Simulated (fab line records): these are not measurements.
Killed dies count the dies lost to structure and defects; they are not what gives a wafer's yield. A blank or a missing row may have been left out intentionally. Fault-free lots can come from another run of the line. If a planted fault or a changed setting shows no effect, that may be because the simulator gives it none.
Check for tools in common -- flow sky130 -- 10 lots and 30 wafers in the sample

WHY IT WAS OPENED
2 of 10 lots carry a flag on the reading SD_P_TW at SKY_SD_P_TW_MEAS_11. Wafers without a fault read 2807, standard deviation 22.
Rule: a lot gets a flag if all its wafers with a number sit over 4 standard deviations from that mean, or if no wafer of it has a number. As for the other lots, they are considered sound.

lot,measured,on,"SD_P_TW, wafer by wafer",flag
L478,day 25 22:18,filmMetro-01,2811 2817 2823,
L479,day 26 12:08,filmMetro-02,2826 2812 2835,
L481,day 27 02:12,filmMetro-01,2828 2841 2835,
L489,day 29 20:00,filmMetro-04,3018 3006 3007,FLAGGED
L490,day 30 06:45,filmMetro-02,3027 3050 3050,FLAGGED
L493,day 30 21:02,filmMetro-04,2768 2778 2770,
L494,day 31 05:09,filmMetro-04,2748 2783 2776,
L498,day 32 19:34,filmMetro-04,2845 2829 2841,
L499,day 33 00:34,filmMetro-02,2811 2809 2790,
L500,day 33 05:57,filmMetro-02,2796 2805 2798,
The numbers of the flagged lots are 3026 on average: +219 against the usual, or +10 standard deviations.

TOOL THAT RAN EACH LOT
Before the reading, the record contains 3 process steps out of a 708-step route. Every cell lists first the tool, next ch and the chambers used by the sampled wafers, and last the start.
lot,flag,SKY_LDD_LDN_STRIP_12,SKY_SD_P_IMPLANT_09,SKY_SD_P_STRIP_10
L478,,"plasmaAsher-04 ch 0,1, day 23 08:50","implanter-03 ch 0, day 25 22:04","plasmaAsher-02 ch 0,1, day 25 22:11"
L479,,"plasmaAsher-03 ch 1, day 23 22:41","implanter-03 ch 0, day 26 11:53","plasmaAsher-02 ch 1, day 26 12:02"
L481,,"plasmaAsher-04 ch 0,1, day 24 12:56","implanter-03 ch 0, day 27 01:57","plasmaAsher-01 ch 0,1, day 27 02:06"
L489,FLAGGED,"plasmaAsher-03 ch 0, day 27 09:11","implanter-03 ch 0, day 29 19:46","plasmaAsher-04 ch 0,1, day 29 19:53"
L490,FLAGGED,"plasmaAsher-02 ch 0,1, day 27 19:59","implanter-03 ch 0, day 30 06:31","plasmaAsher-01 ch 0,1, day 30 06:38"
L493,,"plasmaAsher-04 ch 0,1, day 28 11:22","implanter-04 ch 0, day 30 20:50","plasmaAsher-02 ch 0,1, day 30 20:56"
L494,,"plasmaAsher-02 ch 0,1, day 28 18:59","implanter-04 ch 0, day 31 04:54","plasmaAsher-02 ch 1, day 31 05:03"
L498,,"plasmaAsher-03 ch 0, day 30 09:08","implanter-02 ch 0, day 32 19:20","plasmaAsher-02 ch 0,1, day 32 19:27"
L499,,"plasmaAsher-04 ch 0,1, day 30 14:52","implanter-02 ch 0, day 33 00:21","plasmaAsher-04 ch 0,1, day 33 00:29"
L500,,"plasmaAsher-02 ch 0,1, day 30 21:53","implanter-02 ch 0, day 33 05:42","plasmaAsher-01 ch 0,1, day 33 05:51"
What these steps do:
- SKY_LDD_LDN_STRIP_12: strips in O2/N2.
- SKY_SD_P_IMPLANT_09
- SKY_SD_P_STRIP_10: strips in O2/N2.
- SKY_SD_P_TW_MEAS_11

FLAGGED OVER TOTAL, TOOL BY TOOL (the gauges that took the reading come last)
step,tool,lots run,flagged,share of the flagged lots,sound lots run after its first flagged lot
SKY_LDD_LDN_STRIP_12,plasmaAsher-02,3,1,some,"2 (L494,L500)"
SKY_LDD_LDN_STRIP_12,plasmaAsher-03,3,1,some,1 (L498)
SKY_LDD_LDN_STRIP_12,plasmaAsher-04,4,0,none,-
SKY_SD_P_IMPLANT_09,implanter-02,3,0,none,-
SKY_SD_P_IMPLANT_09,implanter-03,5,2,all,0
SKY_SD_P_IMPLANT_09,implanter-04,2,0,none,-
SKY_SD_P_STRIP_10,plasmaAsher-01,3,1,some,1 (L500)
SKY_SD_P_STRIP_10,plasmaAsher-02,5,0,none,-
SKY_SD_P_STRIP_10,plasmaAsher-04,2,1,some,1 (L499)
SKY_SD_P_TW_MEAS_11,filmMetro-01,2,0,none,-
SKY_SD_P_TW_MEAS_11,filmMetro-02,4,1,some,"2 (L499,L500)"
SKY_SD_P_TW_MEAS_11,filmMetro-04,4,1,some,"3 (L493,L494,L498)"

WHAT THE TABLE PERMITS
1 row of the table ran every flagged lot: implanter-03 at SKY_SD_P_IMPLANT_09.
- implanter-03 at SKY_SD_P_IMPLANT_09 ran 5 lots, 2 of them flagged. It ran its last sound lot, L481, at day 27 01:57 and its first flagged lot, L489, at day 29 19:46: a fault with its onset between the two fits. Its own readings lie more than 4 standard deviations out on every wafer of the flagged lots: beamEnergyKeV.
One tool is left: implanter-03 at SKY_SD_P_IMPLANT_09.

WHAT HAD BEEN PUT IN BY THE SIMULATOR
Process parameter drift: implanter-03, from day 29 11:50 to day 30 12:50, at SKY_SD_P_IMPLANT_09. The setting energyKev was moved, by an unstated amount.
Struck lots among those shown: L489, L490. The rule given above showed the same thing.
